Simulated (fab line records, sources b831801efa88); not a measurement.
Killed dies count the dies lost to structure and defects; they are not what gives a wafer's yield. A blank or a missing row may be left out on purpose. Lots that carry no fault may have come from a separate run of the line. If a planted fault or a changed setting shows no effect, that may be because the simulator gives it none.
Comparing a struck lot with a sound one / flow gf180mcu / 14 steps out of a route of 602
Sound: the wafers L145.3, L145.5, L145.6. Struck: wafers L158.2, L158.3, L158.5. The cause is named last.
Order at every step that has rows: each side's tool, ch and its chambers, its first start. Under that, the readings that differ: sound wafers / struck wafers / difference of the means / sigmas: that difference in standard deviations of wafers without a fault.
alike: a reading whose means differ by less than 2 such deviations, as well as words and numbers matching on both sides. not compared: withheld readings; readings where some wafer has no value; bounds like >300 that might hide an equal value; numbers whose values overlap and for which the record gives no deviation.
A row with sigmas, a row that says differs or no value, or rows on one side alone: a step with any of these is where the two part. When numbers do not overlap yet have no deviation, they are printed without sigmas and do not part them. A reading missing from all wafers of one side parts the sides only when that side holds two or more wafers.

first, 2 steps without rows for these wafers: GF_HV_LDD_PEB_44; GF_HV_LDD_DEVELOP_45 (develop time 60 s).
GF_HV_LDD_CD_MEAS_46: the cd target is 400 nm.
  sound on cd_sem-02 at day 12 19:16; struck on cd_sem-02 at day 17 01:49
  alike: cd_nm
GF_HV_LDD_OVL_MEAS_47:
  sound on overlay-02 at day 12 19:22; struck on overlay-02 at day 17 01:56
  alike: HV_LDD_03_OVL
then, 1 step without rows for these wafers: GF_HV_LDD_IMPLANT_48.
GF_HV_LDD_STRIP_49: strips in O2/N2.
  sound on plasma_asher-04 ch 0,1, day 12 19:34; struck on plasma_asher-04 ch 0,1, day 17 02:07
  alike: drypump_motor_current_A, heater_power_w, o2_flow_sccm, oes_product_au, strip_time_to_endpoint_s
  not compared: rf_hours_counter_h
GF_HV_LDD_TW_MEAS_50:
  sound on film_metro-03 at day 12 19:39; struck on film_metro-01 at day 17 02:13
  alike: HV_LDD_4_TW
then, 1 step without rows for these wafers: GF_HV_LDD_CLEAN_51 (cleans in SC1/SC2, time 150 s).
GF_HV_LDD_RTA_52: time 10 s.
  sound on rtp_anneal-01 ch 0, day 12 19:46; struck on rtp_anneal-02 ch 0, day 17 02:20
reading=lamp_power_pct (%); sound=29.2 29.2 29.2; struck=32.5 32.5 32.6; difference=+3.3; sigmas=+2
  alike: wafer_temp_C_max
GF_HV_LDD_RS_MEAS_53: measures by four-point-probe.
  sound on film_metro-04 at day 12 19:51; struck on film_metro-03 at day 17 02:25
  alike: HV_LDD_RS
then, 1 step without rows for these wafers: GF_HV_LDD_CVD_54 (deposits SiO2 from TEOS, target thk 10 nm, time 75 s).
GF_HV_LDD_THK_MEAS_55:
  sound on film_metro-04 at day 12 20:58; struck on film_metro-03 at day 17 03:32
reading=HV_LDD_CVD_54_THK (nm); sound=10.11 10.11 10.13; struck=9.88 9.81 9.88; difference=-0.26; sigmas=-2
GF_HV_LDD_CVD_56: deposits Si3N4 from DCS/NH3, target thk 90 nm, time 1543 s.
  sound on lpcvd-02 ch 0, day 12 21:01; struck on lpcvd-02 ch 1, day 17 03:35
reading=spike_tc_bottom_C (C); sound=790.1 787.3 787.6; struck=809.9 810.0 810.3; difference=+21.7; sigmas=+10
reading=spike_tc_centre_C (C); sound=769.7 770.9 770.6; struck=792.7 794.2 789.7; difference=+21.8; sigmas=+17
reading=spike_tc_lower_C (C); sound=770.4 771.8 769.6; struck=792.5 792.2 792.7; difference=+21.9; sigmas=+20
reading=spike_tc_top_C (C); sound=784.5 785.4 784.3; struck=804.7 803.1 804.4; difference=+19.3; sigmas=+9
reading=spike_tc_upper_C (C); sound=770.4 769.3 769.7; struck=793.1 794.1 792.0; difference=+23.3; sigmas=+21
reading=zone_power_bottom_pct (%); sound=20.7 20.9 20.6; struck=23.4 23.1 23.4; difference=+2.6; sigmas=+3
reading=model.Si3N4_of_HV_LDD_CVD_56.thk_nm (nm); sound=89.1 89.93 89.39; struck=138.4 138.4 138.4; difference=+48.9; sigmas=
  alike: pressure_mtorr
GF_HV_LDD_THK_MEAS_57:
  sound on film_metro-04 at day 12 22:28; struck on film_metro-03 at day 17 05:15
reading=HV_LDD_CVD_56_THK (nm); sound=89.1 90.0 89.4; struck=138.5 138.6 138.3; difference=+49.0; sigmas=+53
  not compared: hold

WHERE THEY PART
Earliest at GF_HV_LDD_RTA_52; latest, in this record, at GF_HV_LDD_THK_MEAS_57.

WHY: the cause the simulator had injected
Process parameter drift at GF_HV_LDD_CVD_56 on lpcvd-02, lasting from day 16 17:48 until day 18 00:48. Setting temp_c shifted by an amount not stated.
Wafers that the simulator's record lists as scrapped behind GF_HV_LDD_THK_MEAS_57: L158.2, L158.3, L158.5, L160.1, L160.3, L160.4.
